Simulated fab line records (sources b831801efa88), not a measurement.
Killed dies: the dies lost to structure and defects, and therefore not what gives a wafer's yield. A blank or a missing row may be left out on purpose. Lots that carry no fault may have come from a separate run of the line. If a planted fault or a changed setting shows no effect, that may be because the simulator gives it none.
Matching of chambers ; flow sky130 ; cmp-01 running SKY_FIELD_ISO_CMP_27: 4 sister chambers
The step polishes, stops on Si3N4, t overpolish 16 s, target thk 457.8 nm. 8 wafers are shown with their chamber, then 8 later ones without.

WAFERS PAIRED WITH THEIR CHAMBERS
wafer;chamber;time-to-endpoint-s (s);motor-current-A (A)
L992.2;1;102;12.9
L993.1;3;109;13.4
L993.6;0;108;11.7
L997.4;1;103;12.6
L997.5;0;117;12.3
L998.3;2;117;12.8
L998.5;2;114;12.8
L108.3;3;112;13.0

WAFERS WITHOUT THEIR CHAMBER
wafer;time-to-endpoint-s (s);motor-current-A (A)
L108.4;112;11.9
L108.5;113;11.7
L109.1;116;12.3
L109.3;113;12.4
L109.6;107;12.5
L111.1;112;12.5
L111.4;110;11.9
L111.6;112;11.6

WHICH CHAMBER EACH WENT THROUGH
wafer;from the rows above;in truth
L108.4;0;0
L108.5;0;0
L109.1;can't be placed: 0 or 2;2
L109.3;can't be placed: 0 or 2 or 3 or 1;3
L109.6;can't be placed: 1 or 0 or 2 or 3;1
L111.1;can't be placed: 2 or 0 or 3 or 1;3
L111.4;0;0
L111.6;0;0
Placed correctly: 4 of 8. Cannot be placed on the basis of these rows: 4; the candidates contain the true chamber in 4. Placed wrongly: 0.
How it was worked out, from the rows above alone: a wafer's distance from a chamber is the root of the sum, over the readings, of the square of ((its reading less the chamber's mean) divided by the reading's scatter). If the next closest chamber is less than 2 further off than the closest, the wafer can't be placed; otherwise it belongs to the closest. Each chamber's mean is taken over the wafers shown for it. The scatter: the root of (the sum of the squares of (reading less its chamber's mean) over the shown wafers, divided by (wafers less chambers)).
